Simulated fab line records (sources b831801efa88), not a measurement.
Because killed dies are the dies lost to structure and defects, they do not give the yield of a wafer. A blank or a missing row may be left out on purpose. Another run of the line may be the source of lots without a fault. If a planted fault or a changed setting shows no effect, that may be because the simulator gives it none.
Which tool is to blame? | flow sky130 | 15 lots with 45 wafers sampled at 3 steps, on a route of 708 steps

== WHAT EACH GAUGE READ, for each wafer ==
SKY_RES_PROTECT_TW_MEAS_08. Usual: POLY_GATE_TW 4041, standard deviation 55.
lot  | measured     | on            | POLY_GATE_TW   | flag
L186 | day 15 09:38 | film metro-04 | 4004 4020 3999 |
L187 | day 15 11:23 | film metro-01 | 4016 4052 4044 |
L188 | day 16 02:42 | film metro-04 | 4002 3987 3970 |
L189 | day 16 12:44 | film metro-03 | 4121 4116 4110 |
L190 | day 17 00:59 | film metro-01 | 4008 4004 3994 |
L191 | day 17 05:47 | film metro-04 | 3967 3982 3965 |
L193 | day 18 13:06 | film metro-03 | 4109 4112 4108 |
L192 | day 18 14:38 | film metro-03 | 4108 4109 4107 |
L194 | day 18 16:47 | film metro-04 | 3966 3987 3999 |
L199 | day 20 03:11 | film metro-01 | 3983 4031 4025 |
L203 | day 21 11:26 | film metro-04 | 3964 3966 3954 |
L204 | day 21 23:15 | film metro-01 | 4040 4018 4022 |
L205 | day 22 10:35 | film metro-01 | 4003 4025 4015 |
L207 | day 22 18:00 | film metro-04 | 3981 3984 3984 |
L208 | day 23 07:47 | film metro-01 | 4027 4024 4013 |

SKY_POLY_GATE_THK_MEAS_21. Usual: POLY_GATE_OXIDATION_THK 4.02 nm, standard deviation 0.076.
lot  | measured     | on            | POLY_GATE_OXIDATION_THK (nm) | flag
L186 | day 16 17:34 | film metro-01 | 4.15 4.03 4.07               |
L187 | day 16 18:50 | film metro-02 | 4.03 4.11 4.06               |
L188 | day 17 11:50 | film metro-04 | 4.17 4.17 4.18               |
L189 | day 17 21:26 | film metro-02 | 4.04 3.96 4.03               |
L190 | day 18 14:13 | film metro-04 | 3.99 4.07 4.12               |
L191 | day 18 16:38 | film metro-02 | 3.95 4.07 4.01               |
L193 | day 20 03:35 | film metro-04 | 4.01 4.03 4.05               |
L192 | day 20 04:26 | film metro-02 | 4.05 4.06 4.02               |
L194 | day 20 08:13 | film metro-04 | 4.05 4.04 4.02               |
L199 | day 21 14:34 | film metro-01 | 4.20 4.14 4.22               |
L203 | day 22 20:11 | film metro-02 | 3.96 4.01 4.00               |
L204 | day 23 08:20 | film metro-04 | 3.91 3.93 3.93               |
L205 | day 23 19:20 | film metro-04 | 3.97 3.89 3.96               |
L207 | day 24 03:47 | film metro-02 | 4.01 4.05 4.03               |
L208 | day 24 17:14 | film metro-04 | 4.00 3.91 3.98               |

== EACH LOT AND THE TOOL THAT RAN IT (in order: tool; ch and the chambers of the sampled wafers; start) ==
lot  | SKY_POLY_GATE_ETCH_15
L186 | rie diel-03 ch 0,1,2, day 16 14:53
L187 | rie diel-02 ch 1,2,3, day 16 16:23
L188 | rie diel-02 ch 0,2, day 17 08:29
L189 | rie diel-03 ch 0,1,2, day 17 19:47
L190 | rie diel-03 ch 0,2,3, day 18 10:02
L191 | rie diel-03 ch 1,2, day 18 13:53
L193 | rie diel-04 ch 2,3, day 20 00:59
L192 | rie diel-03 ch 0,3, day 20 01:56
L194 | rie diel-02 ch 0,3, day 20 06:14
L199 | rie diel-04 ch 0,2, day 21 12:56
L203 | rie diel-02 ch 0,1, day 22 18:32
L204 | rie diel-03 ch 0,2, day 23 06:41
L205 | rie diel-03 ch 1,2, day 23 17:41
L207 | rie diel-03 ch 1,2, day 24 02:08
L208 | rie diel-03 ch 0,1,3, day 24 15:35
- SKY_POLY_GATE_ETCH_15: etches BARC in N2/H2, stops on SiO2, time 118.5 s, target depth 110 nm.

== AS READ BY THE TOOLS THEMSELVES (means over the sampled wafers that have a number; for cases with no such wafer, the mark the record gives instead) ==
SKY_POLY_GATE_ETCH_15. Usual: drypump motor current A 5.6 A, standard deviation 0.43; h2 flow sccm 200.0 sccm, standard deviation 0.6; n2 flow sccm 100.0 sccm, standard deviation 0.33; oes product au 0.715 a.u., standard deviation 0.0051; throttle valve pct 13.212 %, standard deviation 0.0098.
lot  | tool        | drypump motor current A (A) | h2 flow sccm (sccm) | n2 flow sccm (sccm) | oes product au (a.u.) | throttle valve pct (%) | flag
L186 | rie diel-03 | 5.4                         | 199.6               | 99.8                | 0.713                 | 13.210                 |
L187 | rie diel-02 | 5.7                         | 200.2               | 99.9                | 0.716                 | 13.213                 |
L188 | rie diel-02 | 5.6                         | 199.9               | 100.4               | 0.721                 | 13.209                 |
L189 | rie diel-03 | 5.4                         | 198.9               | 100.1               | 0.717                 | 13.204                 |
L190 | rie diel-03 | 5.4                         | 200.0               | 100.1               | 0.715                 | 13.212                 |
L191 | rie diel-03 | 5.4                         | 200.3               | 99.9                | 0.713                 | 13.214                 |
L193 | rie diel-04 | 6.0                         | 200.2               | 99.8                | 0.717                 | 13.224                 |
L192 | rie diel-03 | 5.2                         | 199.6               | 100.3               | 0.712                 | 13.214                 |
L194 | rie diel-02 | 5.7                         | 199.4               | 99.7                | 0.719                 | 13.218                 |
L199 | rie diel-04 | 6.4                         | 200.6               | 100.2               | 0.715                 | 13.214                 |
L203 | rie diel-02 | 5.9                         | 200.2               | 99.6                | 0.715                 | 13.213                 |
L204 | rie diel-03 | 5.7                         | 200.0               | 99.9                | 0.717                 | 13.206                 |
L205 | rie diel-03 | 5.3                         | 199.9               | 100.0               | 0.717                 | 13.204                 |
L207 | rie diel-03 | 5.3                         | 200.4               | 100.2               | 0.715                 | 13.212                 |
L208 | rie diel-03 | 5.2                         | 200.0               | 100.0               | 0.721                 | 13.211                 |

== THE ANSWER, worked out from the rows above alone ==
Rule: lot off if the mean of its wafers having a number is beyond 3 standard deviations from the usual mean. A lot without any number at a reading at which 4 lots or more have one is off too. All remaining lots with rows at the step are treated as sound. Order of review: gauges by route order, followed by the tools' own readings, for which a lot's mean as printed above is used. The first step at which some lot is off is used, and at that step the reading that is off furthest; a lot without a number counts as furthest.
No lot is off on any of the readings shown, so nothing can be concluded from this.

== WHAT WAS PUT IN BY THE SIMULATOR ==
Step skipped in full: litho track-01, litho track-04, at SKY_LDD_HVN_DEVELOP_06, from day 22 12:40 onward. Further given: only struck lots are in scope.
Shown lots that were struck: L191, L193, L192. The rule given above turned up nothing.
